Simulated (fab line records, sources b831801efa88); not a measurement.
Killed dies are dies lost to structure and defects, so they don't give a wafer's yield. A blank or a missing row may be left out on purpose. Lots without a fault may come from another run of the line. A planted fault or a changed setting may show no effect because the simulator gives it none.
Chamber matching | flow sky130 | SKY_METAL3_ETCH_17 on rie_diel-03: 4 sister chambers
The step etches SiO2 in C4F8/O2/Ar, stops on TiN, time 3.9 s, target depth 15 nm. 20 wafers are shown with their chamber, then 10 later ones without.

WAFERS WITH THEIR CHAMBER
wafer  | chamber | oes_product_au (a.u.)
L074.2 | 1       | 0.751
L074.3 | 2       | 0.750
L074.6 | 1       | 0.753
L076.1 | 0       | 0.757
L076.3 | 2       | 0.760
L076.4 | 3       | 0.756
L079.2 | 2       | 0.745
L079.3 | 1       | 0.748
L079.6 | 1       | 0.744
L082.2 | 1       | 0.751
L082.3 | 2       | 0.746
L082.5 | 2       | 0.746
L083.2 | 1       | 0.749
L083.3 | 0       | 0.760
L083.4 | 2       | 0.756
L084.1 | 3       | 0.749
L084.4 | 1       | 0.763
L084.5 | 0       | 0.755
L085.2 | 1       | 0.746
L085.3 | 3       | 0.745

SIGNATURES (means of the wafers above)
reading        | chamber 0 | chamber 1 | chamber 2 | chamber 3 | scatter within a chamber
oes_product_au | 0.75733   | 0.75062   | 0.75050   | 0.75000   | 0.00559
Rule: a wafer's distance from a chamber is the root of the sum, over the readings, of the square of ((its reading less the chamber's mean) divided by the reading's scatter). The wafer belongs to the nearest chamber; if the next one is less than 2 further off, it can't be placed. The scatter: the root of (the sum of the squares of (reading less its chamber's mean) over the shown wafers, divided by (wafers less chambers)).

WAFERS WITHOUT THEIR CHAMBER
wafer  | oes_product_au (a.u.)
L085.4 | 0.763
L092.2 | 0.765
L092.4 | 0.762
L092.6 | 0.767
L094.1 | 0.752
L094.3 | 0.749
L094.4 | 0.753
L096.1 | 0.761
L096.3 | 0.753
L096.4 | 0.756

WHICH CHAMBER EACH WENT THROUGH
wafer  | from the rows above               | in truth
L085.4 | can't be placed: 0 or 1 or 2 or 3 | 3
L092.2 | can't be placed: 0 or 1 or 2 or 3 | 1
L092.4 | can't be placed: 0 or 1 or 2 or 3 | 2
L092.6 | can't be placed: 0 or 1 or 2 or 3 | 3
L094.1 | can't be placed: 1 or 2 or 3 or 0 | 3
L094.3 | can't be placed: 3 or 2 or 1 or 0 | 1
L094.4 | can't be placed: 1 or 2 or 3 or 0 | 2
L096.1 | can't be placed: 0 or 1 or 2 or 3 | 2
L096.3 | can't be placed: 1 or 2 or 3 or 0 | 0
L096.4 | can't be placed: 0 or 1 or 2 or 3 | 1
Placed correctly: 0 of 10. Can't be placed from these rows: 10 (the true chamber is among the candidates in 10). Placed wrongly: 0.
